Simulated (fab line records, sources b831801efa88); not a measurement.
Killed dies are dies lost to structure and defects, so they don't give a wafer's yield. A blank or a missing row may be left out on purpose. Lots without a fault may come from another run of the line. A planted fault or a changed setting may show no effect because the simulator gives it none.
fab line records | flow sky130
record lots=13 wafers=39 last_day=50
route steps=708 shown GATE_OXIDE@201 POLY_GATE@205 LDD_P@263 LDD_HVN@271
lots that met no fault: from a run of the same line without faults
start_h: hours from the record's first day to the start of the lot's first wafer shown | wait_h: hours since the lot's step before | " the same as in the row above | L1.1+2: a row that stands for several wafers | - no value, or no start given | * or withheld: withheld | < > ~ a bound
route shown NAME@n: a module of which the file shows steps, and the number in the route of the first | usual: mean/standard deviation of fault-free wafers | same: alike in all rows | chamber/n: place in a boat | sites: the reading at each site | _std_site: their standard deviation | _edge_site: outer sites' mean less inner sites' | radius_mm: how far each site lies from the wafer's centre | mask NAME#n: copy n | behind: the tool/chamber that last shaped the wafer | hold: why the lot was held/for how many hours/how that ended | device: the transistor (n, p or np) that didn't switch | end of line: the same wafers' tests at the end of the route | a step without rows: its recipe alone | killed: dies lost to structure and defects at the first sort, not the wafer's yield | map: a wafer's dies, x killed, . not, _ none there
set.NAME: the setting as run; set.NAME@STEP: as run at that earlier step | model.NAME: the simulator's own value behind a step, which no gauge read
steps of the route over a sample of lots; a table a step, a row a wafer
services: from which hour (start_h, from the record's first day; less than 0 if before it) a tool's chamber was out of use, for how many hours, and why
## steps
# step SKY_GATE_OXIDE_TW_MEAS_14
# usual GATE_OXIDE_TW=225.0/1.6
# columns lot.wafer tool chamber start_h wait_h GATE_OXIDE_TW
L988.2 film_metro-03 - 311.06 0.1 221.7
L988.3 " - " " 222.6
L988.6 " - " " 222.0
L989.1 film_metro-01 - 318.08 0.1 227.6
L989.2 " - " " 227.9
L989.3 " - " " 227.2
L990.2 film_metro-03 - 327.39 0.1 223.4
L990.4 " - " " 223.3
L990.5 " - " " 224.6
L991.2 film_metro-01 - 343.69 0.1 225.8
L991.3 " - " " 226.6
L991.6 " - " " 227.3
L993.2 film_metro-01 - 356.75 0.1 226.2
L993.5 " - " " 227.9
L993.6 " - " " 225.4
L994.2 film_metro-01 - 365.40 0.1 227.2
L994.4 " - " " 225.7
L994.6 " - " " 227.4
L996.4 film_metro-01 - 374.78 0.1 225.2
L996.5 " - " " 225.4
L996.6 " - " " 225.8
L997.1 film_metro-03 - 384.25 0.1 224.2
L997.2 " - " " 224.5
L997.3 " - " " 225.0
L104.1 film_metro-03 - 446.18 0.1 225.1
L104.5 " - " " 224.2
L104.6 " - " " 224.3
L106.1 film_metro-01 - 465.96 0.1 227.3
L106.2 " - " " 225.8
L106.6 " - " " 226.4
L108.1 film_metro-01 - 483.13 0.1 226.2
L108.3 " - " " 225.7
L108.6 " - " " 226.4
L110.2 film_metro-01 - 499.94 0.1 225.1
L110.3 " - " " 226.1
L110.4 " - " " 226.9
L111.3 film_metro-01 - 505.55 0.1 225.3
L111.4 " - " " 226.4
L111.5 " - " " 225.9
# step SKY_POLY_GATE_THK_MEAS_01
# recipe reads=poly-Si_of_POLY_GATE_CVD_00
# usual POLY_GATE_CVD_00_THK=178.9/1.9
# columns lot.wafer tool chamber start_h wait_h POLY_GATE_CVD_00_THK[nm]
L988.2 film_metro-02 - 317.76 0.0 181.4
L988.3 " - " " 181.4
L988.6 " - " " 181.1
L989.1 film_metro-03 - 322.80 0.0 179.2
L989.2 " - " " 180.3
L989.3 " - " " 179.4
L990.2 film_metro-03 - 331.26 0.0 178.8
L990.4 " - " " 177.9
L990.5 " - " " 177.2
L991.2 film_metro-03 - 347.13 0.0 180.5
L991.3 " - " " 180.2
L991.6 " - " " 180.0
L993.2 film_metro-04 - 361.54 0.0 176.5
L993.5 " - " " 178.0
L993.6 " - " " 177.4
L994.2 film_metro-02 - 371.62 0.0 181.1
L994.4 " - " " 179.3
L994.6 " - " " 180.8
L996.4 film_metro-02 - 379.93 0.0 179.8
L996.5 " - " " 178.8
L996.6 " - " " 180.9
L997.1 film_metro-02 - 389.28 0.0 180.8
L997.2 " - " " 178.8
L997.3 " - " " 181.0
L104.1 film_metro-04 - 453.23 0.0 176.8
L104.5 " - " " 177.6
L104.6 " - " " 175.3
L106.1 film_metro-02 - 469.60 0.0 181.4
L106.2 " - " " 178.2
L106.6 " - " " 180.9
L108.1 film_metro-03 - 489.87 0.0 179.6
L108.3 " - " " 177.6
L108.6 " - " " 179.0
L110.2 film_metro-02 - 504.28 0.0 178.0
L110.3 " - " " 178.3
L110.4 " - " " 178.7
L111.3 film_metro-02 - 509.90 0.0 177.5
L111.4 " - " " 177.7
L111.5 " - " " 177.3
# step SKY_LDD_P_OVL_MEAS_08
# usual LDD_P_OVL=-0.8/1.3
# columns lot.wafer tool chamber start_h wait_h LDD_P_OVL[nm]
L988.2 overlay-01 - 436.19 0.1 -0.8
L988.3 " - " " -1.0
L988.6 " - " " 0.6
L989.1 overlay-01 - 446.76 0.1 0.6
L989.2 " - " " 1.4
L989.3 " - " " 1.5
L990.2 overlay-01 - 454.82 0.1 1.6
L990.4 " - " " 1.0
L990.5 " - " " 0.9
L991.2 overlay-01 - 472.37 0.1 0.0
L991.3 " - " " -1.2
L991.6 " - " " -0.8
L993.2 overlay-01 - 489.61 0.1 -0.7
L993.5 " - " " -1.5
L993.6 " - " " 1.0
L994.2 overlay-02 - 498.41 0.1 0.0
L994.4 " - " " -1.1
L994.6 " - " " -1.5
L996.4 overlay-02 - 508.33 0.1 0.1
L996.5 " - " " -1.4
L996.6 " - " " -0.5
L997.1 overlay-01 - 520.01 0.1 -2.9
L997.2 " - " " -3.6
L997.3 " - " " -2.5
L104.1 overlay-02 - 578.68 0.1 -3.3
L104.5 " - " " -3.1
L104.6 " - " " -4.0
L106.1 overlay-01 - 593.98 0.1 -0.3
L106.2 " - " " 1.8
L106.6 " - " " 0.0
L108.1 overlay-01 - 617.56 0.1 1.2
L108.3 " - " " 0.8
L108.6 " - " " 2.0
L110.2 overlay-01 - 628.01 0.1 -2.3
L110.3 " - " " -1.8
L110.4 " - " " -1.6
L111.3 overlay-02 - 633.92 0.1 -0.9
L111.4 " - " " -1.8
L111.5 " - " " -1.1
# step SKY_LDD_HVN_EXPOSE_04
# recipe mask_id=HVNTM na=0.6 source_shape=conventional sigma_outer=0.6 polarization=unpolarized target_cd_nm=700 dose_mj=125.6
# usual focus_offset_nm=0.0/0.49
# columns lot.wafer tool chamber start_h wait_h mask focus_offset_nm
L988.2 iline_stepper-01 0 451.04 - HVNTM#0 0.3
L988.3 " 0 " " HVNTM#0 0.3
L988.6 " 0 " " HVNTM#0 -0.3
L989.1 iline_stepper-02 0 462.52 - HVNTM#0 0.3
L989.2 " 0 " " HVNTM#0 -0.1
L989.3 " 0 " " HVNTM#0 -0.1
L990.2 iline_stepper-01 0 470.69 - HVNTM#0 1.0
L990.4 " 0 " " HVNTM#0 0.3
L990.5 " 0 " " HVNTM#0 -0.1
L991.2 iline_stepper-02 0 487.89 - HVNTM#0 -0.3
L991.3 " 0 " " HVNTM#0 0.2
L991.6 " 0 " " HVNTM#0 0.5
L993.2 iline_stepper-02 0 505.58 - HVNTM#0 0.1
L993.5 " 0 " " HVNTM#0 -0.7
L993.6 " 0 " " HVNTM#0 -0.3
L994.2 iline_stepper-02 0 514.11 - HVNTM#0 -0.2
L994.4 " 0 " " HVNTM#0 0.0
L994.6 " 0 " " HVNTM#0 0.0
L996.4 iline_stepper-02 0 523.50 - PSDM#0 -0.1
L996.5 " 0 " " PSDM#0 -0.1
L996.6 " 0 " " PSDM#0 0.1
L997.1 iline_stepper-02 0 535.60 - HVNTM#0 0.4
L997.2 " 0 " " HVNTM#0 0.6
L997.3 " 0 " " HVNTM#0 0.9
L104.1 iline_stepper-02 0 593.06 - HVNTM#0 -0.4
L104.5 " 0 " " HVNTM#0 -0.1
L104.6 " 0 " " HVNTM#0 0.0
L106.1 iline_stepper-02 0 609.40 - HVNTM#0 0.4
L106.2 " 0 " " HVNTM#0 0.1
L106.6 " 0 " " HVNTM#0 0.3
L108.1 iline_stepper-02 0 632.05 - HVNTM#0 -0.7
L108.3 " 0 " " HVNTM#0 0.1
L108.6 " 0 " " HVNTM#0 -0.1
L110.2 iline_stepper-02 0 643.31 - HVNTM#0 -0.6
L110.3 " 0 " " HVNTM#0 -0.6
L110.4 " 0 " " HVNTM#0 0.0
L111.3 iline_stepper-01 0 648.90 - HVNTM#0 0.4
L111.4 " 0 " " HVNTM#0 -0.3
L111.5 " 0 " " HVNTM#0 -0.7
# step SKY_LDD_HVN_OVL_MEAS_07
# usual LDD_HVN_OVL=0.2/1.5
# columns lot.wafer tool chamber start_h wait_h LDD_HVN_OVL[nm]
L988.2 overlay-01 - 466.14 0.1 0.6
L988.3 " - " " 2.8
L988.6 " - " " 0.5
L989.1 overlay-01 - 477.25 0.1 1.6
L989.2 " - " " 0.4
L989.3 " - " " 0.2
L990.2 overlay-01 - 485.64 0.1 -2.3
L990.4 " - " " -1.5
L990.5 " - " " -1.7
L991.2 overlay-01 - 503.60 0.1 1.6
L991.3 " - " " 1.0
L991.6 " - " " -0.1
L993.2 overlay-02 - 520.91 0.1 1.4
L993.5 " - " " 3.3
L993.6 " - " " 0.3
L994.2 overlay-02 - 529.40 0.1 -1.5
L994.4 " - " " 0.1
L994.6 " - " " -1.0
L996.4 overlay-01 - 538.61 0.1 -
L996.5 " - " " -
L996.6 " - " " -
L997.1 overlay-02 - 550.94 0.1 -0.2
L997.2 " - " " -1.7
L997.3 " - " " -1.1
L104.1 overlay-01 - 607.69 0.1 1.4
L104.5 " - " " 1.4
L104.6 " - " " 0.7
L106.1 overlay-02 - 623.64 0.1 0.5
L106.2 " - " " 0.6
L106.6 " - " " 1.3
L108.1 overlay-02 - 646.60 0.1 2.3
L108.3 " - " " 1.8
L108.6 " - " " 1.8
L110.2 overlay-01 - 657.00 0.1 3.4
L110.3 " - " " 3.1
L110.4 " - " " 1.3
L111.3 overlay-02 - 662.35 0.1 -0.8
L111.4 " - " " -1.0
L111.5 " - " " -0.5
# step SKY_LDD_HVN_TW_MEAS_10
# usual LDD_HVN_TW=1441/10
# columns lot.wafer tool chamber start_h wait_h LDD_HVN_TW
L988.2 film_metro-02 - 466.43 0.1 1443
L988.3 " - " " 1443
L988.6 " - " " 1444
L989.1 film_metro-04 - 477.54 0.1 1456
L989.2 " - " " 1449
L989.3 " - " " 1443
L990.2 film_metro-02 - 485.95 0.1 1447
L990.4 " - " " 1445
L990.5 " - " " 1446
L991.2 film_metro-02 - 503.89 0.1 1444
L991.3 " - " " 1449
L991.6 " - " " 1454
L993.2 film_metro-02 - 521.20 0.1 1451
L993.5 " - " " 1452
L993.6 " - " " 1442
L994.2 film_metro-02 - 529.69 0.1 1441
L994.4 " - " " 1432
L994.6 " - " " 1440
L996.4 film_metro-04 - 538.90 0.1 30
L996.5 " - " " 30
L996.6 " - " " 30
L997.1 film_metro-03 - 551.22 0.1 1422
L997.2 " - " " 1431
L997.3 " - " " 1423
L104.1 film_metro-04 - 607.97 0.1 1450
L104.5 " - " " 1455
L104.6 " - " " 1456
L106.1 film_metro-02 - 623.92 0.1 1447
L106.2 " - " " 1445
L106.6 " - " " 1444
L108.1 film_metro-03 - 646.89 0.1 1419
L108.3 " - " " 1422
L108.6 " - " " 1429
L110.2 film_metro-03 - 657.29 0.1 1429
L110.3 " - " " 1429
L110.4 " - " " 1426
L111.3 film_metro-02 - 662.64 0.1 1444
L111.4 " - " " 1438
L111.5 " - " " 1444
## services
# columns tool chamber start_h hours kind
iline_stepper-02 - 445.84 1.7 pm
iline_stepper-01 - 506.72 1.7 pm
iline_stepper-01 - 552.81 2.4 repair
iline_stepper-02 - 618.03 1.2 repair
## key
first_sign step=SKY_LDD_HVN_EXPOSE_04 reading=mask direction=changed
effect step=SKY_LDD_HVN_OVL_MEAS_07 reading=LDD_HVN_OVL direction=missing
effect step=SKY_LDD_HVN_TW_MEAS_10 reading=LDD_HVN_TW direction=down sigmas=99+ usual=1441 struck=30
met_at SKY_LDD_HVN_EXPOSE_04
struck_lots L996
sort_left_out L996.4,L996.5,L996.6
tester_left_out L996
not_acting_at SKY_GATE_OXIDE_TW_MEAS_14,SKY_POLY_GATE_THK_MEAS_01,SKY_LDD_P_OVL_MEAS_08
onset_between 514.11 523.50
fault kind=wrong_mask tool=any chamber=- onset_h=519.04 steps=SKY_LDD_HVN_EXPOSE_04 aux_copy=PSDM#0 scope=struck_lots_only
# tester_left_out: of these lots the tester's yield and bins aren't shown, on N5 and GAA mostly nor the transistor test; their killed dies are dies lost to structure and defects alone, not to doping, threshold or leakage, so they don't give the yield
# sort_left_out: the simulated sort isn't trusted on such a fault, so these wafers' sort isn't shown, and their yield isn't known
